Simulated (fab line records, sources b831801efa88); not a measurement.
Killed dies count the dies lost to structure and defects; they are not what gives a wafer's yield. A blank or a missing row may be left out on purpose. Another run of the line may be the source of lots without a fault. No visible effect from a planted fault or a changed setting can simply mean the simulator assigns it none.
The tool behind it: which one? | flow gf180mcu | 6 lots with 18 wafers sampled at 2 steps, on a route of 602 steps

WHAT EACH GAUGE READ, for each wafer
GF_V2_CD_MEAS_14: the cd target is 260 nm.
lot  | measured     | on       | cdNm (nm)
L879 | day 21 06:05 | cdSem-01 | 260.4 260.5 260.6
L881 | day 21 17:35 | cdSem-02 | 258.8 259.4 259.7
L883 | day 22 13:45 | cdSem-02 | 260.2 260.7 261.1
L889 | day 24 21:41 | cdSem-02 | 259.7 259.6 261.0
L893 | day 25 21:46 | cdSem-01 | 261.4 262.4 262.4
L900 | day 27 23:08 | cdSem-01 | 266.2 271.7 274.7

WHAT TOOL EACH LOT RAN ON (gives the tool, then ch and the chambers of the sampled wafers, and finally the start)
lot  | GF_V2_EXPOSE_11
L879 | krfScanner-02 ch 0, day 20 18:00
L881 | krfScanner-02 ch 0, day 21 05:49
L883 | krfScanner-01 ch 0, day 22 02:12
L889 | krfScanner-01 ch 0, day 24 10:56
L893 | krfScanner-02 ch 0, day 25 10:59
L900 | krfScanner-02 ch 0, day 27 13:11
- GF_V2_EXPOSE_11: exposes mask Via2, target cd 260 nm.

THE ANSWER, worked out from the rows above alone
Rule: the usual values come from the lots themselves. The widest of any qualifying gaps counts: lots, ordered by their means at a reading, are off when they make up no more than a third of the lots, leave a main group of 4 or more, and stand apart from it by 3 or more times the standard deviation of that group's means. A main group is skipped when, at the precision printed for the reading in the tables above, its means are all equal. A lot without any number at a reading at which 4 lots or more have one is off too. All remaining lots with rows at the step are treated as sound.
Off: L900, at GF_V2_CD_MEAS_14 (cdNm). The main group has a mean of 260.5 nm with a standard deviation of 0.9.
If a tool, at a process step before that reading, ran all the lots that are off and no sound lot after the first of them, it fits. Those tools and the gauges at GF_V2_CD_MEAS_14 are tried in the same way. 2 tools fit, krfScanner-02 at GF_V2_EXPOSE_11 and cdSem-01 at GF_V2_CD_MEAS_14, so this cannot tell which one it is.

WHAT HAD BEEN PUT IN BY THE SIMULATOR
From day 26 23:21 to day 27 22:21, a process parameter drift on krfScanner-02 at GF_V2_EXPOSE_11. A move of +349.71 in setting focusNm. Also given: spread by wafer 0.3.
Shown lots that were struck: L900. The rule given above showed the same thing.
